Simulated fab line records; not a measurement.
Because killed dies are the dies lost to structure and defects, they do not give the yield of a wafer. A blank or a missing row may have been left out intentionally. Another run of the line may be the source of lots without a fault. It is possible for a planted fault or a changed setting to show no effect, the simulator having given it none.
Which tool did it?    flow gf180mcu    14 lots with 42 wafers sampled at 2 steps, on a route of 602 steps

WHAT EACH GAUGE READ, for each wafer
GF_M5_CD_MEAS_07: the cd target is 280 nm.
lot   measured      on        cdNm (nm)
L853  day 26 07:28  cdSem-01  279.7 279.7 280.8
L854  day 26 08:43  cdSem-01  279.2 280.9 279.6
L855  day 26 14:55  cdSem-02  280.5 279.5 280.6
L856  day 27 14:22  cdSem-01  279.2 280.3 280.2
L857  day 27 16:56  cdSem-01  281.5 282.1 279.8
L859  day 28 08:46  cdSem-01  281.5 282.0 281.0
L858  day 28 11:47  cdSem-01  278.6 281.5 278.0
L860  day 28 20:25  cdSem-02  277.9 278.9 279.6
L861  day 28 19:13  cdSem-01  281.0 281.5 281.3
L862  day 29 02:31  cdSem-01  280.0 279.8 281.0
L866  day 30 08:53  cdSem-02  280.5 279.8 279.1
L867  day 30 09:59  cdSem-02  281.2 281.3 280.9
L868  day 30 19:29  cdSem-01  279.3 277.7 278.9
L876  day 32 19:17  cdSem-01  278.9 279.3 280.1

EACH LOT AND THE TOOL THAT RAN IT (in order: tool; ch and the chambers of the sampled wafers; start)
lot   GF_HV_LDD_STRIP_22
L853  plasmaAsher-03 ch 0,1, day 10 19:17
L854  plasmaAsher-01 ch 0,1, day 11 00:29
L855  plasmaAsher-02 ch 0,1, day 11 08:20
L856  plasmaAsher-03 ch 0,1, day 11 19:41
L857  plasmaAsher-03 ch 0,1, day 12 03:56
L859  plasmaAsher-03 ch 0, day 12 20:40
L858  plasmaAsher-02 ch 0,1, day 12 20:58
L860  plasmaAsher-03 ch 0,1, day 13 07:05
L861  plasmaAsher-01 ch 0,1, day 13 08:03
L862  plasmaAsher-02 ch 0,1, day 13 17:17
L866  plasmaAsher-01 ch 0,1, day 15 00:43
L867  plasmaAsher-01 ch 0,1, day 15 03:02
L868  plasmaAsher-01 ch 0,1, day 15 14:02
L876  plasmaAsher-03 ch 0,1, day 18 03:58
- GF_HV_LDD_STRIP_22: strips in O2/N2.

WHAT THE TOOLS THEMSELVES READ (means of the sampled wafers that have a number; where no wafer has one, the mark that the record gives instead)
GF_HV_LDD_STRIP_22.
lot   tool            drypumpMotorCurrentA (A)  heaterPowerW (W)  n2FlowSccm (sccm)  oesProductAu (a.u.)  stripTimeToEndpointS (s)
L853  plasmaAsher-03  5.6                       338               299.8              0.715                12.61
L854  plasmaAsher-01  5.2                       372               299.9              0.715                12.63
L855  plasmaAsher-02  6.1                       342               300.1              0.715                12.65
L856  plasmaAsher-03  5.8                       360               300.6              0.717                12.68
L857  plasmaAsher-03  5.6                       340               299.9              0.709                12.62
L859  plasmaAsher-03  5.4                       328               299.1              0.715                12.61
L858  plasmaAsher-02  6.1                       340               301.0              0.717                12.63
L860  plasmaAsher-03  5.9                       348               299.8              0.713                12.67
L861  plasmaAsher-01  5.2                       377               299.9              0.716                12.61
L862  plasmaAsher-02  6.1                       342               300.3              0.717                12.65
L866  plasmaAsher-01  5.2                       380               299.6              0.719                12.61
L867  plasmaAsher-01  5.1                       376               301.0              0.715                12.62
L868  plasmaAsher-01  5.5                       378               299.5              0.714                12.64
L876  plasmaAsher-03  5.8                       351               299.1              0.716                12.67

THE ANSWER, worked out from the rows above alone
Rule: the lots themselves supply what counts as usual. Put in order of their means at a reading, lots are off if they are a third of the lots or fewer, leave a main group of 4 or more, and stand apart from it by a gap of 3 or more times the standard deviation of the main group's means; of several such gaps the widest counts. A main group is skipped when, at the precision printed for the reading in the tables above, its means are all equal. A lot without any number at a reading at which 4 lots or more have one is off too. The other lots that the step has rows for count as sound. The gauges are gone through in route order, then the tools' own readings, and for those a lot's mean is taken as printed above. The first step at which some lot is off is used, and at that step the reading that is off furthest; a lot without a number counts as furthest.
No lot is off at any reading shown: from this, nothing can be told.

WHAT THE SIMULATOR HAD INSERTED
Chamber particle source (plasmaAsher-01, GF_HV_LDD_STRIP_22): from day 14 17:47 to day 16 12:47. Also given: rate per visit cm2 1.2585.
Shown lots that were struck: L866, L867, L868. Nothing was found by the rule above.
